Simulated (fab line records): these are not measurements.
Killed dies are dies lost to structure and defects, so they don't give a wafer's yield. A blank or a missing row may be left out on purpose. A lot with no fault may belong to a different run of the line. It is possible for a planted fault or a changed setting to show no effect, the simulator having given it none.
Chamber matching -- flow gf180mcu -- cmp-02 running GF_V4_CMP_26: 4 sister chambers
The step polishes, stops on SiO2, t overpolish 15 s, target thk 0 nm. 4 wafers are shown with their chamber, then 12 later ones without.

== WAFERS PAIRED WITH THEIR CHAMBERS ==
wafer,chamber,motor_current_A (A)
L090.3,0,10.2
L093.1,1,10.1
L093.5,3,11.4
L093.6,2,8.3

== WAFERS WITHOUT THEIR CHAMBER ==
wafer,motor_current_A (A)
L094.2,9.8
L094.3,10.1
L094.5,9.2
L095.1,11.2
L095.2,10.6
L095.6,11.7
L096.3,11.9
L096.4,10.0
L096.5,11.4
L097.2,10.1
L097.4,11.7
L097.6,9.8

== EACH ONE'S CHAMBER ==
wafer,from the rows above,in truth
L094.2,can't be placed: 1 or 0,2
L094.3,can't be placed: 1 or 0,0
L094.5,can't be placed: 2 or 1 or 0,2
L095.1,3,3
L095.2,can't be placed: 0 or 1 or 3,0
L095.6,3,3
L096.3,3,3
L096.4,can't be placed: 1 or 0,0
L096.5,3,3
L097.2,can't be placed: 1 or 0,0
L097.4,3,3
L097.6,can't be placed: 1 or 0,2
Correct placement for 5 of the 12. Not placeable from these rows: 7 (in 5, the candidates include the true chamber). 0 placed wrongly.
How it was worked out, from the rows above alone: a wafer's distance from a chamber is the root of the sum, over the readings, of the square of ((its reading less the chamber's mean) divided by the reading's scatter). If the next closest chamber is less than 2 further off than the closest, the wafer can't be placed; otherwise it belongs to the closest. For every chamber, the mean is computed from those of its wafers that are shown. The scatter (one wafer shown for each chamber): square how far every hidden wafer sits from the nearest shown wafer, average those squares and take the square root.
